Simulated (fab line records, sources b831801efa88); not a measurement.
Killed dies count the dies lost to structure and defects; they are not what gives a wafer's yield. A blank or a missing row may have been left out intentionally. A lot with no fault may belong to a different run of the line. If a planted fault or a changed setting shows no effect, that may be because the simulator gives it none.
A struck lot beside a sound one | flow sky130 | 14 out of 708 route steps
Sound: wafers L320.3, L320.4, L320.5. The struck wafers were L332.4, L332.5, L332.6. The cause comes at the end.
At each step with rows: each side's tool, then ch and its chambers, then its first start. Under that, the readings that differ: sound wafers | struck wafers | difference of the means | sigmas: that difference in standard deviations of wafers without a fault.
alike: readings with means less than 2 such deviations apart, plus words and numbers identical on both sides. not compared: withheld readings, readings lacking a value on some wafer, bounds such as >300 that could conceal the same value, and numbers that have no deviation in the record and whose values overlap.
Wherever a step has rows on one side only, a row that says differs or no value, or a row with sigmas, the two part there. Numbers that don't overlap but have no deviation are shown without sigmas and don't part them. A reading missing from all wafers of one side parts the sides only when that side holds two or more wafers.

first, 2 steps without rows for these wafers: SKY_VT_ADJUST_PCH_PEB_05; SKY_VT_ADJUST_PCH_DEVELOP_06 (develop time 60 s).
SKY_VT_ADJUST_PCH_OVL_MEAS_07:
  sound on overlay-01, day 11 05:21; struck on overlay-02, day 14 22:58
  alike: VT_ADJUST_PCH_OVL
then, 1 step without rows for these wafers: SKY_VT_ADJUST_PCH_IMPLANT_08.
SKY_VT_ADJUST_PCH_STRIP_09: strips in O2/N2.
  sound on plasmaAsher-01 ch 0,1, day 11 05:33; struck on plasmaAsher-02 ch 0,1, day 14 23:10
  alike: drypumpMotorCurrentA, o2FlowSccm, oesProductAu, stripTimeToEndpointS
  not compared: rfHoursCounterH
SKY_VT_ADJUST_PCH_TW_MEAS_10:
  sound on filmMetro-02, day 11 05:38; struck on filmMetro-01, day 14 23:16
  alike: VT_ADJUST_PCH_TW
then, 6 steps without rows for these wafers: SKY_SONOS_TUNNEL_DEHYDRATE_00 (time 60 s); SKY_SONOS_TUNNEL_HMDS_01 (prime time 60 s); SKY_SONOS_TUNNEL_COAT_02 (resist thk 1140 nm); SKY_SONOS_TUNNEL_SOFTBAKE_03 (time 60 s); SKY_SONOS_TUNNEL_EXPOSE_04 (exposes mask TUNM, target cd 410 nm); SKY_SONOS_TUNNEL_PEB_05.
SKY_SONOS_TUNNEL_DEVELOP_06: develop time 60 s.
  sound on lithoTrack-03 ch 0, day 12 04:46; struck on lithoTrack-04, day 16 02:01
  no value came back on the struck wafers for chillPlateTempC (C), developTimeS (s); on the sound wafers chillPlateTempC (C) reads 22.98 22.96 23.04
SKY_SONOS_TUNNEL_CD_MEAS_07: target cd 410 nm.
  sound on cdSem-02, day 12 04:54; struck on cdSem-02, day 16 02:08
reading   | sound             | struck | difference                    | sigmas
cdNm (nm) | 409.7 412.1 410.5 | - - -  | no value on the struck wafers | 

== WHERE THEY PART ==
At SKY_SONOS_TUNNEL_DEVELOP_06 first; at SKY_SONOS_TUNNEL_CD_MEAS_07 last (within this record only).

WHY: the cause the simulator had injected
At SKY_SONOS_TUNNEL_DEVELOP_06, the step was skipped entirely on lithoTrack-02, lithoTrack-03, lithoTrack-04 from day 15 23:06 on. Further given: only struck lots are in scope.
